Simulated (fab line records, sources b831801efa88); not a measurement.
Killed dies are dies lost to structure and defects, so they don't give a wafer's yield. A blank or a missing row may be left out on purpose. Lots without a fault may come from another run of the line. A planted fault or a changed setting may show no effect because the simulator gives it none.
One fault seen from 2 desks | flow gf180mcu | each desk has only its own numbers; what lay behind them comes last

THE METROLOGY DESK
What the gauges read, lot by lot, whatever tool the lot ran on: means of the sampled wafers that have a number. A lot is out of limits, marked OUT, if its mean lies more than 4 standard deviations from the usual mean; the brackets give that distance.
Columns: A = cd_nm at GF_HV_LDD_CD_MEAS_31, usual 399.7 nm; B = HV_LDD_CVD_54_THK at GF_HV_LDD_THK_MEAS_55, usual 9.98 nm; C = cd_nm at GF_M2_CD_MEAS_14, usual 280.2 nm
lot  | first seen here | A                | B     | C
L270 | day 11 14:34    | 400.9            | 9.63  | 279.6
L271 | day 11 19:46    | 398.7            | 9.96  | 280.7
L272 | day 12 02:49    | 401.2            | 9.93  | 281.3
L273 | day 12 10:04    | 402.6            | 9.75  | 279.6
L276 | day 13 11:19    | 399.5            | 10.00 | 280.3
L277 | day 13 17:36    | 398.5            | 9.81  | 279.8
L281 | day 15 10:22    | 400.5            | 10.09 | 279.7
L282 | day 15 17:25    | 399.3            | 10.22 | 280.8
L285 | day 16 13:58    | 386.1 (-6.5) OUT | 10.01 | 281.1
L288 | day 17 09:34    | 389.2 (-5.0) OUT | 9.96  | 281.3
L289 | day 17 17:40    | 400.6            | 10.07 | 280.9
L290 | day 18 00:13    | 397.9            | 10.21 | 280.6
L291 | day 18 08:55    | 397.4            | 9.91  | 279.4
This desk's finding: out of limits on L285, L288; first on L285, day 16 13:58 (cd_nm at GF_HV_LDD_CD_MEAS_31). In limits: L270, L271, L272, L273, L276, L277, L281, L282, L289, L290, L291.

THE TOOL OWNER'S DESK: iline_stepper-01
The tool's own readings at GF_HV_LDD_EXPOSE_28 (exposes mask Nplus HV AREA, target cd 400 nm): means of the sampled wafers that have a number, for each lot that ran on this tool. A lot is out of limits, marked OUT, if its mean lies more than 4 standard deviations from the usual mean; the brackets give that distance.
Columns: A = exposure_dose_mJ_cm2 at GF_HV_LDD_EXPOSE_28, usual 140.00
lot  | first seen here | A
L270 | day 11 05:19    | 140.13
L282 | day 15 06:50    | 139.93
L285 | day 16 02:52    | 134.49 (-39) OUT
L288 | day 16 22:27    | 134.48 (-39) OUT
This desk's finding: out of limits on L285, L288; first on L285, day 16 02:52 (exposure_dose_mJ_cm2 at GF_HV_LDD_EXPOSE_28). In limits: L270, L282.

PUT TOGETHER
The tool owner's desk could have raised an alarm at day 16 02:52, on L285, L288.
The metrology desk could have raised an alarm at day 16 13:58, on L285, L288.
Of the lots named, all ran GF_HV_LDD_EXPOSE_28 on iline_stepper-01.

WHAT THE SIMULATOR HAD PUT IN
Process parameter drift: iline_stepper-01, from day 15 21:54 on, at GF_HV_LDD_EXPOSE_28. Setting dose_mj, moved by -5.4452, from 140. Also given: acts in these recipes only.
Lots struck among those shown: L285, L288.
Hours from the fault's start to each desk's first reading out of limits: the tool owner's desk, 5; the metrology desk, 16.
